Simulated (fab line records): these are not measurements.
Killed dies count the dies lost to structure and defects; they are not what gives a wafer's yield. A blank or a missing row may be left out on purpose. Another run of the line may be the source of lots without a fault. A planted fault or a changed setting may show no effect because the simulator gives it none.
Which of the tools did it? || flow gf180mcu || 13 lots with 39 wafers sampled at 3 steps, on a route of 602 steps

WHAT THE GAUGES READ, wafer by wafer
GF_MVSD_OVL_MEAS_07. Usual: MVSD_OVL 0.2 nm, standard deviation 1.3.
{"lot": "L172", "measured": "day 4 07:55", "on": "overlay-02", "MVSD_OVL (nm)": "0.2 -0.2 -1.2", "flag": ""}
{"lot": "L173", "measured": "day 4 16:29", "on": "overlay-01", "MVSD_OVL (nm)": "-0.3 1.6 0.9", "flag": ""}
{"lot": "L174", "measured": "day 4 21:22", "on": "overlay-01", "MVSD_OVL (nm)": "0.7 0.5 -0.1", "flag": ""}
{"lot": "L177", "measured": "day 5 14:43", "on": "overlay-02", "MVSD_OVL (nm)": "0.2 0.1 0.4", "flag": ""}
{"lot": "L179", "measured": "day 6 01:22", "on": "overlay-01", "MVSD_OVL (nm)": "-1.8 -0.2 -0.6", "flag": ""}
{"lot": "L181", "measured": "day 6 15:04", "on": "overlay-02", "MVSD_OVL (nm)": "-0.3 -0.5 0.6", "flag": ""}
{"lot": "L182", "measured": "day 6 18:55", "on": "overlay-02", "MVSD_OVL (nm)": "-2.8 0.1 -0.8", "flag": ""}
{"lot": "L183", "measured": "day 7 00:28", "on": "overlay-01", "MVSD_OVL (nm)": "-0.2 1.3 -2.7", "flag": ""}
{"lot": "L184", "measured": "day 7 06:52", "on": "overlay-01", "MVSD_OVL (nm)": "-1.4 -1.6 -0.5", "flag": ""}
{"lot": "L185", "measured": "day 7 14:27", "on": "overlay-01", "MVSD_OVL (nm)": "-0.7 -0.9 -1.0", "flag": ""}
{"lot": "L188", "measured": "day 8 06:40", "on": "overlay-02", "MVSD_OVL (nm)": "-0.5 -0.5 -0.9", "flag": ""}
{"lot": "L192", "measured": "day 9 06:55", "on": "overlay-01", "MVSD_OVL (nm)": "0.4 1.9 -0.3", "flag": ""}
{"lot": "L193", "measured": "day 9 11:53", "on": "overlay-01", "MVSD_OVL (nm)": "-1.1 -1.0 -2.6", "flag": ""}

GF_HV_LDD_CD_MEAS_31 targets a cd of 400 nm. Usual: 399.8 nm for cd nm, sd 2.3.
{"lot": "L172", "measured": "day 11 11:41", "on": "cd sem-01", "cd nm (nm)": "400.9 403.8 403.1", "flag": ""}
{"lot": "L173", "measured": "day 11 19:14", "on": "cd sem-02", "cd nm (nm)": "398.9 398.5 397.5", "flag": ""}
{"lot": "L174", "measured": "day 12 03:43", "on": "cd sem-02", "cd nm (nm)": "403.2 404.5 404.3", "flag": ""}
{"lot": "L177", "measured": "day 13 01:11", "on": "cd sem-02", "cd nm (nm)": "404.1 405.0 400.7", "flag": ""}
{"lot": "L179", "measured": "day 13 18:23", "on": "cd sem-02", "cd nm (nm)": "397.1 397.5 398.2", "flag": ""}
{"lot": "L181", "measured": "day 14 11:43", "on": "cd sem-01", "cd nm (nm)": "400.7 399.5 399.3", "flag": ""}
{"lot": "L182", "measured": "day 14 19:23", "on": "cd sem-02", "cd nm (nm)": "396.4 397.3 399.5", "flag": ""}
{"lot": "L183", "measured": "day 14 22:17", "on": "cd sem-01", "cd nm (nm)": "396.2 397.3 396.3", "flag": ""}
{"lot": "L184", "measured": "day 15 06:24", "on": "cd sem-02", "cd nm (nm)": "401.1 401.9 401.6", "flag": ""}
{"lot": "L185", "measured": "day 15 20:23", "on": "cd sem-01", "cd nm (nm)": "399.2 403.8 401.2", "flag": ""}
{"lot": "L188", "measured": "day 16 17:52", "on": "cd sem-02", "cd nm (nm)": "399.1 399.6 401.8", "flag": ""}
{"lot": "L192", "measured": "day 18 01:15", "on": "cd sem-01", "cd nm (nm)": "393.8 406.9 409.0", "flag": ""}
{"lot": "L193", "measured": "day 18 10:06", "on": "cd sem-02", "cd nm (nm)": "401.5 416.0 401.4", "flag": ""}

EACH LOT AND THE TOOL THAT RAN IT (in order: tool; ch and the chambers of the sampled wafers; start)
{"lot": "L172", "GF_HV_LDD_DEVELOP_30": "litho track-02 ch 0, day 11 11:32"}
{"lot": "L173", "GF_HV_LDD_DEVELOP_30": "litho track-04 ch 0, day 11 19:05"}
{"lot": "L174", "GF_HV_LDD_DEVELOP_30": "litho track-03 ch 0, day 12 03:35"}
{"lot": "L177", "GF_HV_LDD_DEVELOP_30": "litho track-02 ch 0, day 13 01:02"}
{"lot": "L179", "GF_HV_LDD_DEVELOP_30": "litho track-04 ch 0, day 13 18:14"}
{"lot": "L181", "GF_HV_LDD_DEVELOP_30": "litho track-02 ch 0, day 14 11:34"}
{"lot": "L182", "GF_HV_LDD_DEVELOP_30": "litho track-04 ch 0, day 14 19:14"}
{"lot": "L183", "GF_HV_LDD_DEVELOP_30": "litho track-04 ch 0, day 14 22:08"}
{"lot": "L184", "GF_HV_LDD_DEVELOP_30": "litho track-03 ch 0, day 15 06:15"}
{"lot": "L185", "GF_HV_LDD_DEVELOP_30": "litho track-04 ch 0, day 15 20:14"}
{"lot": "L188", "GF_HV_LDD_DEVELOP_30": "litho track-04 ch 0, day 16 17:43"}
{"lot": "L192", "GF_HV_LDD_DEVELOP_30": "litho track-03 ch 0, day 18 01:06"}
{"lot": "L193", "GF_HV_LDD_DEVELOP_30": "litho track-03 ch 0, day 18 09:57"}
- GF_HV_LDD_DEVELOP_30: develop time 60 s.

AS READ BY THE TOOLS THEMSELVES (means over the sampled wafers that have a number; for cases with no such wafer, the mark the record gives instead)
GF_HV_LDD_DEVELOP_30. Usual: exhaust pa 45.0 Pa, standard deviation 0.99; resist line temp C 23.00 C, standard deviation 0.11.
{"lot": "L172", "tool": "litho track-02", "exhaust pa (Pa)": 43.9, "resist line temp C (C)": 23.02, "flag": ""}
{"lot": "L173", "tool": "litho track-04", "exhaust pa (Pa)": 45.0, "resist line temp C (C)": 23.05, "flag": ""}
{"lot": "L174", "tool": "litho track-03", "exhaust pa (Pa)": 44.4, "resist line temp C (C)": 23.15, "flag": ""}
{"lot": "L177", "tool": "litho track-02", "exhaust pa (Pa)": 45.2, "resist line temp C (C)": 23.05, "flag": ""}
{"lot": "L179", "tool": "litho track-04", "exhaust pa (Pa)": 45.1, "resist line temp C (C)": 22.92, "flag": ""}
{"lot": "L181", "tool": "litho track-02", "exhaust pa (Pa)": 44.6, "resist line temp C (C)": 22.90, "flag": ""}
{"lot": "L182", "tool": "litho track-04", "exhaust pa (Pa)": 44.1, "resist line temp C (C)": 22.87, "flag": ""}
{"lot": "L183", "tool": "litho track-04", "exhaust pa (Pa)": 45.8, "resist line temp C (C)": 23.06, "flag": ""}
{"lot": "L184", "tool": "litho track-03", "exhaust pa (Pa)": 44.6, "resist line temp C (C)": 23.06, "flag": ""}
{"lot": "L185", "tool": "litho track-04", "exhaust pa (Pa)": 44.6, "resist line temp C (C)": 22.98, "flag": ""}
{"lot": "L188", "tool": "litho track-04", "exhaust pa (Pa)": 46.2, "resist line temp C (C)": 23.05, "flag": ""}
{"lot": "L192", "tool": "litho track-03", "exhaust pa (Pa)": 44.0, "resist line temp C (C)": 22.86, "flag": ""}
{"lot": "L193", "tool": "litho track-03", "exhaust pa (Pa)": 45.2, "resist line temp C (C)": 23.04, "flag": ""}

THE ANSWER, worked out from the rows above alone
Rule: lot off if the mean of its wafers having a number is beyond 3 standard deviations from the usual mean. A lot without any number at a reading at which 4 lots or more have one is off too. All remaining lots with rows at the step are treated as sound. First the gauges in route order, then the tools' own readings, where a lot's mean is used as printed above. The first step at which some lot is off is used, and at that step the reading that is off furthest; a lot without a number counts as furthest.
None of the lots is off at any reading shown; this tells nothing.

WHAT THE SIMULATOR HAD PUT IN
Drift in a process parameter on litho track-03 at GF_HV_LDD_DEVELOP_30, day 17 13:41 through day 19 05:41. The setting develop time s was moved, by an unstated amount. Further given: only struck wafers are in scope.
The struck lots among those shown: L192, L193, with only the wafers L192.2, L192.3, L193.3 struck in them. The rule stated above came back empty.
